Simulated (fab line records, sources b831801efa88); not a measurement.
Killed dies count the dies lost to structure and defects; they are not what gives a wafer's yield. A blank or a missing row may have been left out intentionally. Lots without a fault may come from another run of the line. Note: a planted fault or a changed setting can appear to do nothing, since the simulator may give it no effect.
fab line records + flow sky130 + part 1 of 2: steps 1 to 42 of 43
record:
- lots: 6
- wafers: 18
- last-day: 50
route steps=708 shown METAL3@559 VIA3@573 METAL4@598 PAD_OPEN@708
lots that met no fault: taken from a fault-free run of the same line
start-h: hours from the record's first day to the start of the lot's first wafer shown + wait-h: hours elapsed since this lot's preceding step + " repeats the value in the row above + L1.1+2: one row covering several wafers at once + - no value, or no start given + * or withheld: withheld + < > ~ a bound
route shown NAME@n: a module of which the file shows steps, and the number in the route of the first + usual: mean/standard deviation taken from wafers without a fault + same: alike in all rows + chamber/n: place in a boat + sites: per-site readings + _std_site: the standard deviation of these + _edge_site: the outer-site mean with the inner-site mean subtracted + radius-mm: how far each site lies from the wafer's centre + mask NAME#n: copy n + behind: tool/chamber where the wafer was last shaped + hold: reason for holding the lot/hours on hold/outcome of the hold + device: names the non-switching transistor (n, p or np) + end of line: tests of these same wafers at the route's end + a step given without rows: its recipe and nothing more + killed: count of dies lost to structure and defects at first sort (not the wafer's yield) + map: per-die view of a wafer (x killed, . not killed, _ where there is no die)
set.NAME: the setting the step ran with; set.NAME@STEP: the setting that earlier step ran with + model.NAME: the simulator's own value behind a step, which no gauge read
certain route steps with their lots: each step a table, each wafer a row
services: a tool's chamber out of use, with start hour (start-h, from the record's first day; less than 0 if before it), hours out, and reason
== steps ==
step: SKY_METAL3_SOFTBAKE_09
recipe:
- temp-c: 100
- time-s: 90
- resist: KrF-thick
step: SKY_METAL3_EXPOSE_10
recipe:
- mask-id: MM3
- na: 0.68
- source-shape: annular
- sigma-inner: 0.4
- sigma-outer: 0.8
- target-cd-nm: 300
- dose-mj: 28
step: SKY_METAL3_PEB_11
recipe:
- peb-temp-c: withheld
- peb-time-s: withheld
- resist: KrF-thick
step: SKY_METAL3_DEVELOP_12
recipe:
- develop-time-s: 60
- resist: KrF-thick
- dev-temp-c: 21
step: SKY_METAL3_CD_MEAS_13
recipe:
- target-cd-nm: 300
usual:
- cd-nm: 299.8/1.5
| lot.wafer | tool      | chamber | start-h | wait-h | cd-nm |
|-----------|-----------|---------|---------|--------|-------|
| L781.2    | cd-sem-01 | -       | 869.62  | -      | 299.5 |
| L781.3    | "         | -       | "       | "      | 299.4 |
| L781.5    | "         | -       | "       | "      | 299.8 |
| L783.1    | cd-sem-01 | -       | 917.75  | -      | 299.5 |
| L783.4    | "         | -       | "       | "      | 297.3 |
| L783.5    | "         | -       | "       | "      | 298.9 |
| L794.1    | cd-sem-01 | -       | 1031.46 | -      | 298.9 |
| L794.4    | "         | -       | "       | "      | 299.7 |
| L794.5    | "         | -       | "       | "      | 298.7 |
| L793.2    | cd-sem-02 | -       | 1035.08 | -      | 300.1 |
| L793.4    | "         | -       | "       | "      | 298.2 |
| L793.6    | "         | -       | "       | "      | 299.5 |
| L795.2    | cd-sem-01 | -       | 1035.83 | -      | 299.2 |
| L795.4    | "         | -       | "       | "      | 301.2 |
| L795.6    | "         | -       | "       | "      | 299.4 |
| L801.2    | cd-sem-01 | -       | 1052.18 | -      | 298.4 |
| L801.3    | "         | -       | "       | "      | 296.0 |
| L801.5    | "         | -       | "       | "      | 298.1 |
step: SKY_METAL3_OVL_MEAS_14
usual:
- METAL3_OVL: 2/4.3
| lot.wafer | tool       | chamber | start-h | wait-h | METAL3_OVL[nm] |
|-----------|------------|---------|---------|--------|----------------|
| L781.2    | overlay-01 | -       | 869.73  | 0.1    | 5              |
| L781.3    | "          | -       | "       | "      | 7              |
| L781.5    | "          | -       | "       | "      | 0              |
| L783.1    | overlay-01 | -       | 917.87  | 0.1    | 4              |
| L783.4    | "          | -       | "       | "      | 0              |
| L783.5    | "          | -       | "       | "      | 5              |
| L794.1    | overlay-02 | -       | 1031.58 | 0.1    | -4             |
| L794.4    | "          | -       | "       | "      | -3             |
| L794.5    | "          | -       | "       | "      | 2              |
| L793.2    | overlay-01 | -       | 1035.19 | 0.1    | -2             |
| L793.4    | "          | -       | "       | "      | -3             |
| L793.6    | "          | -       | "       | "      | -1             |
| L795.2    | overlay-02 | -       | 1035.93 | 0.1    | 3              |
| L795.4    | "          | -       | "       | "      | 1              |
| L795.6    | "          | -       | "       | "      | 5              |
| L801.2    | overlay-02 | -       | 1052.29 | 0.1    | 4              |
| L801.3    | "          | -       | "       | "      | -2             |
| L801.5    | "          | -       | "       | "      | -2             |
step: SKY_METAL3_DESCUM_15
recipe:
- chemistry: O2
- source-power-w: 150
- bias-power-w: 0
- pressure-mtorr: 10
- temp-c: 40
- time-s: 8
usual:
- drypump-motor-current-A: 5.7/0.45
- oes-product-au: 1.000/0.0068
| lot.wafer | tool         | chamber | start-h | wait-h | drypump-motor-current-A | oes-product-au | rf-hours-counter-h |
|-----------|--------------|---------|---------|--------|-------------------------|----------------|--------------------|
| L781.2    | rie-metal-01 | 1       | 869.76  | 0.0    | 5.2                     | 1.004          | 6                  |
| L781.3    | "            | 1       | "       | "      | 5.2                     | 1.005          | -                  |
| L781.5    | "            | 0       | "       | "      | 6.3                     | 1.007          | -                  |
| L783.1    | rie-metal-01 | 0       | 917.91  | 0.0    | 6.3                     | 0.993          | 5                  |
| L783.4    | "            | 0       | "       | "      | 6.3                     | 1.002          | -                  |
| L783.5    | "            | 0       | "       | "      | 6.3                     | 1.001          | -                  |
| L794.1    | rie-metal-04 | 1       | 1031.61 | 0.0    | 5.5                     | 1.006          | 15                 |
| L794.4    | "            | 1       | "       | "      | 5.6                     | 1.000          | -                  |
| L794.5    | "            | 1       | "       | "      | 5.6                     | 0.993          | -                  |
| L793.2    | rie-metal-01 | 0       | 1035.22 | 0.0    | 6.3                     | 0.978          | 12                 |
| L793.4    | "            | 1       | "       | "      | 5.2                     | 0.995          | -                  |
| L793.6    | "            | 0       | "       | "      | 6.3                     | 0.986          | -                  |
| L795.2    | rie-metal-03 | 1       | 1035.96 | 0.0    | 5.2                     | 1.008          | 9                  |
| L795.4    | "            | 0       | "       | "      | 6.0                     | 0.995          | -                  |
| L795.6    | "            | 0       | "       | "      | 6.0                     | 1.004          | -                  |
| L801.2    | rie-metal-04 | 1       | 1052.33 | 0.0    | 5.5                     | 1.005          | -                  |
| L801.3    | "            | 1       | "       | "      | 5.5                     | 1.004          | -                  |
| L801.5    | "            | 1       | "       | "      | 5.5                     | 1.007          | -                  |
step: SKY_METAL3_ETCH_16
recipe:
- chemistry: N2/H2
- target: BARC
- ion-energy-ev: 200
- bias-w: 100
- pressure-mtorr: 30
- n2-flow-sccm: 100
- h2-flow-sccm: 200
- icp-w: 500
- stop-on: SiO2
- time-s: 88.2
- target-depth-a: 600
step: SKY_METAL3_ETCH_17
recipe:
- target: SiO2
- stop-on: TiN
- chemistry: C4F8/O2/Ar
- source-w: 1500
- bias-w: 1200
- pressure-mtorr: 40
- c4f8-flow-sccm: withheld
- O2_flow_sccm: 6
- Ar_flow_sccm: 300
- time-s: 3.9
- target-depth-a: 150
step: SKY_METAL3_METAL_ETCH_18
recipe:
- target-depth-a: 8450
- stop-on: SiO2
- over-etch-frac: 0.3
- time-s: 183.1
- chemistry: Cl2/BCl3
- resist-sidewall-deg: 88
- pressure-mtorr: 10
- icp-w: 900
- bias-w: 48.5
- Cl2_flow_sccm: 60
- bcl3-flow-sccm: 30
usual:
- drypump-motor-current-A: 5.7/0.43
- oes-product-au: 0.866/0.0059
- throttle-valve-pct: 22.263/0.0086
| lot.wafer | tool         | chamber | start-h | wait-h | drypump-motor-current-A | oes-product-au | rf-hours-counter-h | throttle-valve-pct |
|-----------|--------------|---------|---------|--------|-------------------------|----------------|--------------------|--------------------|
| L781.2    | rie-metal-04 | 0       | 869.91  | 0.0    | 6.1                     | 0.866          | 12                 | 22.266             |
| L781.3    | "            | 1       | "       | "      | 5.6                     | 0.861          | -                  | 22.267             |
| L781.5    | "            | 0       | "       | "      | 6.1                     | 0.877          | -                  | 22.264             |
| L783.1    | rie-metal-03 | 1       | 918.06  | 0.0    | 5.2                     | 0.868          | 4                  | 22.266             |
| L783.4    | "            | 0       | "       | "      | 6.0                     | 0.868          | -                  | 22.260             |
| L783.5    | "            | 0       | "       | "      | 6.0                     | 0.865          | -                  | 22.258             |
| L794.1    | rie-metal-01 | 1       | 1031.76 | 0.0    | 5.2                     | 0.868          | 14                 | 22.269             |
| L794.4    | "            | 1       | "       | "      | 5.2                     | 0.866          | -                  | 22.270             |
| L794.5    | "            | 0       | "       | "      | 6.3                     | 0.864          | -                  | 22.246             |
| L793.2    | rie-metal-04 | 1       | 1035.37 | 0.0    | 5.5                     | 0.864          | 15                 | 22.259             |
| L793.4    | "            | 0       | "       | "      | 6.0                     | 0.870          | -                  | 22.275             |
| L793.6    | "            | 0       | "       | "      | 6.1                     | 0.868          | -                  | 22.248             |
| L795.2    | rie-metal-01 | 0       | 1036.11 | 0.0    | 6.3                     | 0.868          | 12                 | 22.255             |
| L795.4    | "            | 0       | "       | "      | 6.3                     | 0.858          | -                  | 22.268             |
| L795.6    | "            | 1       | "       | "      | 5.2                     | 0.875          | -                  | 22.261             |
| L801.2    | rie-metal-01 | 0       | 1052.60 | 0.0    | 6.3                     | 0.865          | 13                 | 22.269             |
| L801.3    | "            | 1       | "       | "      | 5.2                     | 0.869          | -                  | 22.261             |
| L801.5    | "            | 0       | "       | "      | 6.4                     | 0.867          | -                  | 22.256             |
step: SKY_METAL3_STRIP_19
recipe:
- chemistry: O2/N2
- power-w: 1400
- pressure-mtorr: 1500
- platen-temp-c: withheld
- o2-flow-sccm: 3000
- n2-flow-sccm: 300
- overash-fraction: 0.5
step: SKY_METAL3_STRIP_20
recipe:
- chemistry: post-etch-residue-remover
- time-s: 1200
- temp-c: 72.5
step: SKY_METAL3_CLEAN_21
recipe:
- chemistry: IPA
- time-s: 180
- temp-c: 25
| lot.wafer  | tool         | chamber | start-h | wait-h |
|------------|--------------|---------|---------|--------|
| L781.2+3+5 | wet-bench-04 | 0       | 870.53  | 0.0    |
| L783.1+4+5 | wet-bench-03 | 1       | 918.68  | 0.0    |
| L794.1+4+5 | wet-bench-01 | 0       | 1032.38 | 0.0    |
| L793.2+4+6 | wet-bench-04 | 0       | 1035.99 | 0.0    |
| L795.2+4+6 | wet-bench-04 | 1       | 1036.73 | 0.0    |
| L801.2+3+5 | wet-bench-01 | 3       | 1053.22 | 0.0    |
step: SKY_METAL3_CLEAN_22
recipe:
- chemistry: O3/DIW
- dry: n2-spin
step: SKY_VIA3_HDPCVD_00
recipe:
- material: SiO2
- target-thk-nm: 1635
- sigma-open-frac: 0.3
- time-s: 272.5
- temp-c: 400
- sih4-flow-sccm: 60
- pressure-mtorr: 6
step: SKY_VIA3_THK_MEAS_01
recipe:
- reads: SiO2_of_VIA3_HDPCVD_00
usual:
- VIA3_HDPCVD_THK: 1640/21
| lot.wafer | tool          | chamber | start-h | wait-h | VIA3_HDPCVD_THK[nm] |
|-----------|---------------|---------|---------|--------|---------------------|
| L781.2    | film-metro-04 | -       | 870.94  | 0.2    | 1613                |
| L781.3    | "             | -       | "       | "      | 1630                |
| L781.5    | "             | -       | "       | "      | 1628                |
| L783.1    | film-metro-02 | -       | 918.99  | 0.1    | 1625                |
| L783.4    | "             | -       | "       | "      | 1653                |
| L783.5    | "             | -       | "       | "      | 1645                |
| L794.1    | film-metro-02 | -       | 1032.71 | 0.1    | 1642                |
| L794.4    | "             | -       | "       | "      | 1654                |
| L794.5    | "             | -       | "       | "      | 1650                |
| L793.2    | film-metro-03 | -       | 1036.32 | 0.1    | 1654                |
| L793.4    | "             | -       | "       | "      | 1642                |
| L793.6    | "             | -       | "       | "      | 1637                |
| L795.2    | film-metro-04 | -       | 1037.08 | 0.1    | 1609                |
| L795.4    | "             | -       | "       | "      | 1608                |
| L795.6    | "             | -       | "       | "      | 1626                |
| L801.2    | film-metro-02 | -       | 1053.55 | 0.1    | 1645                |
| L801.3    | "             | -       | "       | "      | 1649                |
| L801.5    | "             | -       | "       | "      | 1652                |
step: SKY_VIA3_CMP_02
recipe:
- material: SiO2
- down-force-psi: 4
- platen-rpm: 60
- pad-velocity-m-s: 0.94248
step: SKY_VIA3_BOW_MEAS_03
recipe:
- mode: bow
usual:
- VIA3_BOW: 79/7.7
| lot.wafer | tool          | chamber | start-h | wait-h | VIA3_BOW[um] |
|-----------|---------------|---------|---------|--------|--------------|
| L781.2    | film-metro-03 | -       | 871.31  | 0.2    | 87           |
| L781.3    | "             | -       | "       | "      | 70           |
| L781.5    | "             | -       | "       | "      | 79           |
| L783.1    | film-metro-02 | -       | 919.35  | 0.2    | 60           |
| L783.4    | "             | -       | "       | "      | 69           |
| L783.5    | "             | -       | "       | "      | 78           |
| L794.1    | film-metro-02 | -       | 1033.07 | 0.1    | 92           |
| L794.4    | "             | -       | "       | "      | 94           |
| L794.5    | "             | -       | "       | "      | 79           |
| L793.2    | film-metro-02 | -       | 1036.69 | 0.3    | 88           |
| L793.4    | "             | -       | "       | "      | 85           |
| L793.6    | "             | -       | "       | "      | 68           |
| L795.2    | film-metro-03 | -       | 1037.45 | 0.2    | 91           |
| L795.4    | "             | -       | "       | "      | 94           |
| L795.6    | "             | -       | "       | "      | 85           |
| L801.2    | film-metro-03 | -       | 1053.92 | 0.2    | 83           |
| L801.3    | "             | -       | "       | "      | 87           |
| L801.5    | "             | -       | "       | "      | 82           |
step: SKY_VIA3_DEHYDRATE_04
recipe:
- temp-c: 200
- time-s: 60
step: SKY_VIA3_HMDS_05
recipe:
- prime-time-s: 60
- prime-temp-c: 120
step: SKY_VIA3_COAT_06
recipe:
- resist: BARC
- temp-c: withheld
- time-s: withheld
- spin-rpm: 3000
- resist-thk-nm: 60
step: SKY_VIA3_COAT_07
recipe:
- resist: KrF-thick
- spin-rpm: 3000
- resist-thk-nm: 450
step: SKY_VIA3_SOFTBAKE_08
recipe:
- temp-c: 100
- time-s: 90
- resist: KrF-thick
step: SKY_VIA3_EXPOSE_09
recipe:
- mask-id: VIM3
- na: 0.8
- source-shape: annular
- sigma-inner: 0.55
- sigma-outer: 0.85
- target-cd-nm: 200
- dose-mj: 38
step: SKY_VIA3_PEB_10
recipe:
- peb-temp-c: withheld
- peb-time-s: withheld
- resist: KrF-thick
step: SKY_VIA3_DEVELOP_11
recipe:
- develop-time-s: 60
- resist: KrF-thick
- dev-temp-c: 21
step: SKY_VIA3_CD_MEAS_12
recipe:
- target-cd-nm: 200
usual:
- cd-nm: 200.0/1.4
| lot.wafer | tool      | chamber | start-h | wait-h | cd-nm |
|-----------|-----------|---------|---------|--------|-------|
| L781.2    | cd-sem-01 | -       | 896.18  | -      | 198.6 |
| L781.3    | "         | -       | "       | "      | 200.6 |
| L781.5    | "         | -       | "       | "      | 199.2 |
| L783.1    | cd-sem-01 | -       | 944.62  | -      | 199.8 |
| L783.4    | "         | -       | "       | "      | 201.1 |
| L783.5    | "         | -       | "       | "      | 200.2 |
| L794.1    | cd-sem-02 | -       | 1054.40 | -      | 199.0 |
| L794.4    | "         | -       | "       | "      | 198.5 |
| L794.5    | "         | -       | "       | "      | 199.9 |
| L793.2    | cd-sem-01 | -       | 1058.24 | -      | 199.3 |
| L793.4    | "         | -       | "       | "      | 200.5 |
| L793.6    | "         | -       | "       | "      | 200.0 |
| L795.2    | cd-sem-02 | -       | 1059.02 | -      | 200.9 |
| L795.4    | "         | -       | "       | "      | 199.2 |
| L795.6    | "         | -       | "       | "      | 198.8 |
| L801.2    | cd-sem-02 | -       | 1074.99 | -      | 198.7 |
| L801.3    | "         | -       | "       | "      | 198.8 |
| L801.5    | "         | -       | "       | "      | 199.8 |
step: SKY_VIA3_OVL_MEAS_13
usual:
- VIA3_OVL: -1/6.5
| lot.wafer | tool       | chamber | start-h | wait-h | VIA3_OVL[nm] |
|-----------|------------|---------|---------|--------|--------------|
| L781.2    | overlay-01 | -       | 896.29  | 0.1    | 7            |
| L781.3    | "          | -       | "       | "      | -5           |
| L781.5    | "          | -       | "       | "      | -3           |
| L783.1    | overlay-02 | -       | 944.74  | 0.1    | -4           |
| L783.4    | "          | -       | "       | "      | -8           |
| L783.5    | "          | -       | "       | "      | -7           |
| L794.1    | overlay-02 | -       | 1054.52 | 0.1    | -7           |
| L794.4    | "          | -       | "       | "      | -18          |
| L794.5    | "          | -       | "       | "      | -8           |
| L793.2    | overlay-01 | -       | 1058.35 | 0.1    | -5           |
| L793.4    | "          | -       | "       | "      | -2           |
| L793.6    | "          | -       | "       | "      | -6           |
| L795.2    | overlay-01 | -       | 1059.13 | 0.1    | -3           |
| L795.4    | "          | -       | "       | "      | -7           |
| L795.6    | "          | -       | "       | "      | -11          |
| L801.2    | overlay-01 | -       | 1075.10 | 0.1    | -2           |
| L801.3    | "          | -       | "       | "      | 6            |
| L801.5    | "          | -       | "       | "      | -1           |
step: SKY_VIA3_ETCH_14
recipe:
- chemistry: N2/H2
- target: BARC
- ion-energy-ev: 200
- source-w: 500
- bias-w: 100
- pressure-mtorr: 30
- n2-flow-sccm: 100
- h2-flow-sccm: 200
- stop-on: SiO2
- time-s: 45.9
- target-depth-a: 600
usual:
- drypump-motor-current-A: 5.8/0.47
- h2-flow-sccm: 200.0/0.56
- oes-product-au: 0.855/0.0047
- throttle-valve-pct: 13.225/0.0091
| lot.wafer | tool        | chamber | start-h | wait-h | drypump-motor-current-A | h2-flow-sccm | oes-product-au | rf-hours-counter-h | throttle-valve-pct |
|-----------|-------------|---------|---------|--------|-------------------------|--------------|----------------|--------------------|--------------------|
| L781.2    | rie-diel-04 | 0       | 896.32  | 0.0    | 6.0                     | 200.0        | 0.860          | 9                  | 13.215             |
| L781.3    | "           | 1       | "       | "      | 5.5                     | 200.1        | 0.843          | 13                 | 13.212             |
| L781.5    | "           | 0       | "       | "      | 6.0                     | 199.4        | 0.849          | -                  | 13.221             |
| L783.1    | rie-diel-04 | 2       | 944.78  | 0.0    | 5.9                     | 199.9        | 0.855          | 20                 | 13.221             |
| L783.4    | "           | 0       | "       | "      | 6.0                     | 199.5        | 0.853          | 11                 | 13.234             |
| L783.5    | "           | 2       | "       | "      | 5.8                     | 200.1        | 0.857          | -                  | 13.231             |
| L794.1    | rie-diel-01 | 2       | 1054.56 | 0.0    | 6.2                     | 199.2        | 0.857          | 14                 | 13.205             |
| L794.4    | "           | 0       | "       | "      | 5.4                     | 199.6        | 0.849          | 7                  | 13.231             |
| L794.5    | "           | 0       | "       | "      | 5.4                     | 199.3        | 0.851          | -                  | 13.219             |
| L793.2    | rie-diel-02 | 0       | 1058.38 | 0.0    | 5.1                     | 199.8        | 0.858          | 16                 | 13.226             |
| L793.4    | "           | 3       | "       | "      | 5.9                     | 199.5        | 0.851          | 18                 | 13.232             |
| L793.6    | "           | 1       | "       | "      | 6.3                     | 199.9        | 0.856          | -                  | 13.234             |
| L795.2    | rie-diel-01 | 1       | 1059.16 | 0.0    | 4.9                     | 199.1        | 0.856          | 24                 | 13.214             |
| L795.4    | "           | 0       | "       | "      | 5.4                     | 199.2        | 0.858          | 7                  | 13.233             |
| L795.6    | "           | 0       | "       | "      | 5.4                     | 199.8        | 0.846          | -                  | 13.237             |
| L801.2    | rie-diel-02 | 3       | 1075.13 | 0.0    | 5.9                     | 200.4        | 0.851          | 19                 | 13.218             |
| L801.3    | "           | 2       | "       | "      | 5.6                     | 200.2        | 0.857          | 4                  | 13.219             |
| L801.5    | "           | 0       | "       | "      | 5.1                     | 199.1        | 0.861          | -                  | 13.235             |
step: SKY_VIA3_ETCH_15
recipe:
- target: SiO2
- chemistry: C4F8/O2/Ar
- target-depth-nm: 507
- stop-on: TiN
- mask-material: KrF-thick
- source-w: 1500
- bias-w: 1200
- pressure-mtorr: 40
- c4f8-flow-sccm: withheld
- O2_flow_sccm: 6
- Ar_flow_sccm: 300
- time-s: 78
step: SKY_VIA3_STRIP_16
recipe:
- chemistry: O2/N2
- power-w: 1400
- pressure-mtorr: 1500
- platen-temp-c: withheld
- o2-flow-sccm: 3000
- n2-flow-sccm: 300
- overash-fraction: 0.5
usual:
- drypump-motor-current-A: 5.8/0.48
- oes-product-au: 0.402/0.0045
- strip-time-to-endpoint-s: 4.128/0.017
| lot.wafer | tool            | chamber | start-h | wait-h | drypump-motor-current-A | oes-product-au | rf-hours-counter-h | strip-time-to-endpoint-s |
|-----------|-----------------|---------|---------|--------|-------------------------|----------------|--------------------|--------------------------|
| L781.2    | plasma-asher-02 | 1       | 896.42  | 0.0    | 6.3                     | 0.398          | 107                | 4.122                    |
| L781.3    | "               | 1       | "       | "      | 6.3                     | 0.399          | -                  | 4.129                    |
| L781.5    | "               | 0       | "       | "      | 6.4                     | 0.401          | -                  | 4.130                    |
| L783.1    | plasma-asher-04 | 1       | 944.88  | 0.0    | 5.1                     | 0.397          | 50                 | 4.137                    |
| L783.4    | "               | 1       | "       | "      | 5.1                     | 0.400          | -                  | 4.125                    |
| L783.5    | "               | 1       | "       | "      | 5.1                     | 0.402          | -                  | 4.136                    |
| L794.1    | plasma-asher-01 | 1       | 1054.66 | 0.0    | 5.9                     | 0.397          | 31                 | 4.132                    |
| L794.4    | "               | 1       | "       | "      | 5.9                     | 0.397          | -                  | 4.094                    |
| L794.5    | "               | 0       | "       | "      | 5.4                     | 0.400          | -                  | 4.089                    |
| L793.2    | plasma-asher-01 | 0       | 1058.48 | 0.0    | 5.4                     | 0.392          | 31                 | 4.147                    |
| L793.4    | "               | 1       | "       | "      | 5.9                     | 0.398          | -                  | 4.094                    |
| L793.6    | "               | 1       | "       | "      | 5.9                     | 0.394          | -                  | 4.155                    |
| L795.2    | plasma-asher-01 | 1       | 1059.26 | 0.0    | 5.9                     | 0.400          | 31                 | 4.132                    |
| L795.4    | "               | 0       | "       | "      | 5.4                     | 0.401          | -                  | 4.137                    |
| L795.6    | "               | 0       | "       | "      | 5.4                     | 0.406          | -                  | 4.102                    |
| L801.2    | plasma-asher-01 | 0       | 1075.23 | 0.0    | 5.4                     | 0.403          | 33                 | 4.108                    |
| L801.3    | "               | 0       | "       | "      | 5.4                     | 0.401          | -                  | 4.149                    |
| L801.5    | "               | 0       | "       | "      | 5.4                     | 0.405          | -                  | 4.132                    |
step: SKY_VIA3_STRIP_17
recipe:
- chemistry: post-etch-residue-remover
- time-s: 1200
- temp-c: 72.5
step: SKY_VIA3_CLEAN_18
recipe:
- chemistry: IPA
- time-s: 180
- temp-c: 25
step: SKY_VIA3_CLEAN_19
recipe:
- chemistry: O3/DIW
- dry: n2-spin
step: SKY_VIA3_SPUTTER_20
recipe:
- material: TiN
- target-thk-nm: 20
- chamber-pressure-pa: 5
- power-w: 4000
- time-s: 80
step: SKY_VIA3_CVD_21
recipe:
- material: W
- target-thk-nm: 390
- time-s: 117.31
- temp-c: 400
- pressure-torr: 40
step: SKY_VIA3_RS_MEAS_22
recipe:
- thk-meas-gauge: four-point-probe
- reads: W_of_VIA3_CVD_21+TiN_of_VIA3_SPUTTER_20
usual:
- VIA3_W_RS: 0.2955/0.0027
| lot.wafer | tool          | chamber | start-h | wait-h | VIA3_W_RS[ohm/sq] |
|-----------|---------------|---------|---------|--------|-------------------|
| L781.2    | film-metro-04 | -       | 897.22  | 0.1    | 0.3001            |
| L781.3    | "             | -       | "       | "      | 0.2985            |
| L781.5    | "             | -       | "       | "      | 0.2986            |
| L783.1    | film-metro-04 | -       | 945.66  | 0.1    | 0.2877            |
| L783.4    | "             | -       | "       | "      | 0.2946            |
| L783.5    | "             | -       | "       | "      | 0.2945            |
| L794.1    | film-metro-02 | -       | 1055.44 | 0.1    | 0.2966            |
| L794.4    | "             | -       | "       | "      | 0.2951            |
| L794.5    | "             | -       | "       | "      | 0.2951            |
| L793.2    | film-metro-02 | -       | 1059.28 | 0.1    | 0.2971            |
| L793.4    | "             | -       | "       | "      | 0.2944            |
| L793.6    | "             | -       | "       | "      | 0.2958            |
| L795.2    | film-metro-03 | -       | 1060.06 | 0.1    | 0.2937            |
| L795.4    | "             | -       | "       | "      | 0.2930            |
| L795.6    | "             | -       | "       | "      | 0.2921            |
| L801.2    | film-metro-04 | -       | 1076.03 | 0.1    | 0.2951            |
| L801.3    | "             | -       | "       | "      | 0.2936            |
| L801.5    | "             | -       | "       | "      | 0.2969            |
step: SKY_VIA3_THK_MEAS_23
recipe:
- thk-meas-gauge: xrf
- reads: W_of_VIA3_CVD_21
usual:
- VIA3_W_THK: 392/5.4
| lot.wafer | tool          | chamber | start-h | wait-h | VIA3_W_THK[nm] |
|-----------|---------------|---------|---------|--------|----------------|
| L781.2    | film-metro-04 | -       | 897.33  | 0.1    | 390            |
| L781.3    | "             | -       | "       | "      | 390            |
| L781.5    | "             | -       | "       | "      | 389            |
| L783.1    | film-metro-04 | -       | 945.78  | 0.1    | 406            |
| L783.4    | "             | -       | "       | "      | 396            |
| L783.5    | "             | -       | "       | "      | 395            |
| L794.1    | film-metro-02 | -       | 1055.56 | 0.1    | 385            |
| L794.4    | "             | -       | "       | "      | 388            |
| L794.5    | "             | -       | "       | "      | 387            |
| L793.2    | film-metro-02 | -       | 1059.39 | 0.1    | 386            |
| L793.4    | "             | -       | "       | "      | 390            |
| L793.6    | "             | -       | "       | "      | 386            |
| L795.2    | film-metro-03 | -       | 1060.17 | 0.1    | 393            |
| L795.4    | "             | -       | "       | "      | 394            |
| L795.6    | "             | -       | "       | "      | 392            |
| L801.2    | film-metro-04 | -       | 1076.14 | 0.1    | 400            |
| L801.3    | "             | -       | "       | "      | 397            |
| L801.5    | "             | -       | "       | "      | 394            |
step: SKY_VIA3_CMP_24
recipe:
- stop-on: SiO2
- t-overpolish-s: 20
- down-force-psi: 3.5
- platen-rpm: 60
- target-thk-nm: 0
- pad-velocity-m-s: 0.94248
step: SKY_METAL4_SPUTTER_00
recipe:
- material: Ti
- target-thk-nm: 15
- power-w: 3000
- time-s: 10
- chamber-pressure-pa: 0.4
step: SKY_METAL4_SPUTTER_01
recipe:
- material: TiN
- target-thk-nm: 20
- power-w: 6500
- time-s: 16.7
- chamber-pressure-pa: 0.4
step: SKY_METAL4_SPUTTER_02
recipe:
- material: AlCu
- target-thk-nm: 735
- power-w: 10600
- time-s: 39.1
- chamber-pressure-pa: 0.4
usual:
- throttle-valve-pct: 30.0/1.1
| lot.wafer | tool           | chamber | start-h | wait-h | throttle-valve-pct |
|-----------|----------------|---------|---------|--------|--------------------|
| L781.2    | pvd-sputter-03 | -       | 897.73  | 0.0    | 31.0               |
| L781.3    | "              | -       | "       | "      | 29.4               |
| L781.5    | "              | -       | "       | "      | 30.6               |
| L783.1    | pvd-sputter-02 | -       | 946.18  | 0.0    | 29.2               |
| L783.4    | "              | -       | "       | "      | 30.5               |
| L783.5    | "              | -       | "       | "      | 30.4               |
| L794.1    | pvd-sputter-03 | -       | 1055.97 | 0.0    | 28.9               |
| L794.4    | "              | -       | "       | "      | 31.1               |
| L794.5    | "              | -       | "       | "      | 29.5               |
| L793.2    | pvd-sputter-02 | -       | 1059.78 | 0.0    | 31.6               |
| L793.4    | "              | -       | "       | "      | 29.1               |
| L793.6    | "              | -       | "       | "      | 30.1               |
| L795.2    | pvd-sputter-02 | -       | 1060.57 | 0.0    | 29.5               |
| L795.4    | "              | -       | "       | "      | 28.3               |
| L795.6    | "              | -       | "       | "      | 31.8               |
| L801.2    | pvd-sputter-03 | -       | 1076.53 | 0.0    | 31.1               |
| L801.3    | "              | -       | "       | "      | 29.1               |
| L801.5    | "              | -       | "       | "      | 28.8               |
